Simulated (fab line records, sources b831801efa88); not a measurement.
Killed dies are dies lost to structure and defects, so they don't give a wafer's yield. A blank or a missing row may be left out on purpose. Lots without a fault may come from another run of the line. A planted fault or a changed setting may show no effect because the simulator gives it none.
Chamber matching | flow sky130 | SKY_VIA1_CMP_02 on cmp-02: 4 sister chambers
The step polishes SiO2. 4 wafers are shown with their chamber, then 8 later ones without.

WAFERS WITH THEIR CHAMBER
wafer  | chamber | motor_current_A (A)
L081.5 | 3       | 12.3
L089.3 | 1       | 12.7
L089.6 | 0       | 11.9
L088.1 | 2       | 10.6

WAFERS WITHOUT THEIR CHAMBER
wafer  | motor_current_A (A)
L088.2 | 13.1
L088.4 | 12.4
L091.1 | 13.2
L091.2 | 11.7
L091.4 | 12.0
L097.1 | 12.4
L097.5 | 11.2
L097.6 | 11.2

WHICH CHAMBER EACH WENT THROUGH
wafer  | from the rows above          | in truth
L088.2 | can't be placed: 1 or 3      | 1
L088.4 | can't be placed: 3 or 1 or 0 | 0
L091.1 | can't be placed: 1 or 3      | 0
L091.2 | can't be placed: 0 or 3      | 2
L091.4 | can't be placed: 0 or 3 or 1 | 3
L097.1 | can't be placed: 3 or 1 or 0 | 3
L097.5 | can't be placed: 2 or 0 or 3 | 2
L097.6 | can't be placed: 2 or 0 or 3 | 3
Placed correctly: 0 of 8. Can't be placed from these rows: 8 (the true chamber is among the candidates in 6). Placed wrongly: 0.
How it was worked out, from the rows above alone: a wafer's distance from a chamber is the root of the sum, over the readings, of the square of ((its reading less the chamber's mean) divided by the reading's scatter). The wafer belongs to the nearest chamber; if the next one is less than 2 further off, it can't be placed. A chamber's mean is the mean of its shown wafers. The scatter: with one shown wafer a chamber, the root of the mean of the squares of how far each hidden wafer lies from its nearest shown one.
